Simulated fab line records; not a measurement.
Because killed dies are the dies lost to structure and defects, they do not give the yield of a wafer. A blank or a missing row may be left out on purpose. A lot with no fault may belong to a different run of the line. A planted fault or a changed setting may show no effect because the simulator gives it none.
Which of the tools did it? -- flow sky130 -- route of 708 steps, sampled at 1 step: 12 lots, 36 wafers

## WHAT THE GAUGES READ, wafer by wafer
SKY_CONTACT_CD_MEAS_14: target cd 170 nm.
lot,measured,on,cdNm (nm)
L075,day 32 02:28,cdSem-02,170.2 171.4 169.5
L077,day 32 16:07,cdSem-02,169.0 167.9 168.7
L079,day 33 22:04,cdSem-02,172.1 172.1 172.7
L081,day 34 02:42,cdSem-01,169.8 169.1 169.2
L083,day 35 07:22,cdSem-01,169.9 172.2 171.4
L086,day 36 04:19,cdSem-02,170.7 170.8 169.4
L087,day 36 07:07,cdSem-01,170.9 168.9 168.8
L089,day 36 15:25,cdSem-02,167.7 169.2 167.9
L092,day 37 11:29,cdSem-02,171.0 171.2 170.9
L093,day 37 16:06,cdSem-02,172.0 168.2 170.6
L096,day 38 19:11,cdSem-02,170.9 170.1 171.2
L097,day 38 22:10,cdSem-01,169.4 168.4 168.8

## EACH LOT AND THE TOOL THAT RAN IT (in order: tool; ch and the chambers of the sampled wafers; start)
Before these readings, the record contains no process step.

## THE ANSWER, worked out from the rows above alone
Rule: the lots themselves supply what counts as usual. The widest of any qualifying gaps counts: lots, ordered by their means at a reading, are off when they make up no more than a third of the lots, leave a main group of 4 or more, and stand apart from it by 3 or more times the standard deviation of that group's means. A main group whose means are all the same, to the digits that the tables above print for the reading, isn't used. A lot without any number at a reading at which 4 lots or more have one is off too. All remaining lots with rows at the step are treated as sound.
No lot is off at any reading shown: from this, nothing can be told.

## WHAT THE SIMULATOR PUT IN
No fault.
